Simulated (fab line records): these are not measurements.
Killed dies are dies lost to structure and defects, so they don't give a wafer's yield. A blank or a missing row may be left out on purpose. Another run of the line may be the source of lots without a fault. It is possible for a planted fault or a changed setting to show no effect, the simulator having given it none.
A struck lot beside a sound one || flow sky130 || 14 steps out of a route of 708
Sound: these wafers, L277.1, L277.2, L277.4. Wafers L286.1, L286.2, L286.3 were the ones struck. The cause comes at the end.
Each step with rows lists, per side, the tool, then ch with its chambers, then its first start. Under that, the readings that differ: sound wafers || struck wafers || difference of the means || sigmas: that difference in standard deviations of wafers without a fault.
alike: words and numbers the same on both sides, and readings whose means are apart by under 2 such deviations; not compared: readings that were withheld, readings missing a value for some wafer, numbers with overlapping values and no deviation given by the record, and bounds like >300 which may hide the same value.
Wherever a step has rows on one side only, a row that says differs or no value, or a row with sigmas, the two part there. Numbers that have no deviation but don't overlap get no sigmas and don't part them. A reading that every wafer of one side lacks parts them only if that side has two wafers or more.

first, 4 steps without rows for these wafers: SKY_LDD_HVN_SOFTBAKE_03 (time 60 s); SKY_LDD_HVN_EXPOSE_04 (exposes mask HVNTM, target cd 700 nm); SKY_LDD_HVN_PEB_05; SKY_LDD_HVN_DEVELOP_06 (develop time 60 s).
SKY_LDD_HVN_OVL_MEAS_07:
  sound: overlay-02 at day 22 04:11; struck: overlay-01 at day 25 10:34
  alike: LDD_HVN_OVL
then, 1 step without rows for these wafers: SKY_LDD_HVN_IMPLANT_08.
SKY_LDD_HVN_STRIP_09: strips in O2/N2.
  sound on plasma-asher-03 ch 0,1, day 22 04:22; struck on plasma-asher-02 ch 0,1, day 25 10:45
  alike: drypump-motor-current-A, oes-product-au, strip-time-to-endpoint-s
  not compared: rf-hours-counter-h
SKY_LDD_HVN_TW_MEAS_10:
  sound: film-metro-04 at day 22 04:28; struck: film-metro-03 at day 25 10:51
  alike: LDD_HVN_TW
then, 4 steps without rows for these wafers: SKY_LDD_HVP_DEHYDRATE_00 (time 60 s); SKY_LDD_HVP_HMDS_01 (prime time 60 s); SKY_LDD_HVP_COAT_02 (resist thk 300 nm); SKY_LDD_HVP_SOFTBAKE_03 (time 60 s).
SKY_LDD_HVP_EXPOSE_04: exposes mask HVPTM, target cd 700 nm.
  sound on iline-stepper-02 ch 0, day 22 19:38; struck on iline-stepper-01 ch 0, day 26 01:11
{"reading": "model.LDD_HVP.overlay-x-nm (nm)", "sound": "0.9697 0.9697 0.9697", "struck": "2.331 2.331 2.331", "difference": "+1.361", "sigmas": ""}
  alike: mask
then, 1 step without rows for these wafers: SKY_LDD_HVP_PEB_05.

== WHERE THEY PART ==
Nowhere in this record.

WHY: what the simulator had put in
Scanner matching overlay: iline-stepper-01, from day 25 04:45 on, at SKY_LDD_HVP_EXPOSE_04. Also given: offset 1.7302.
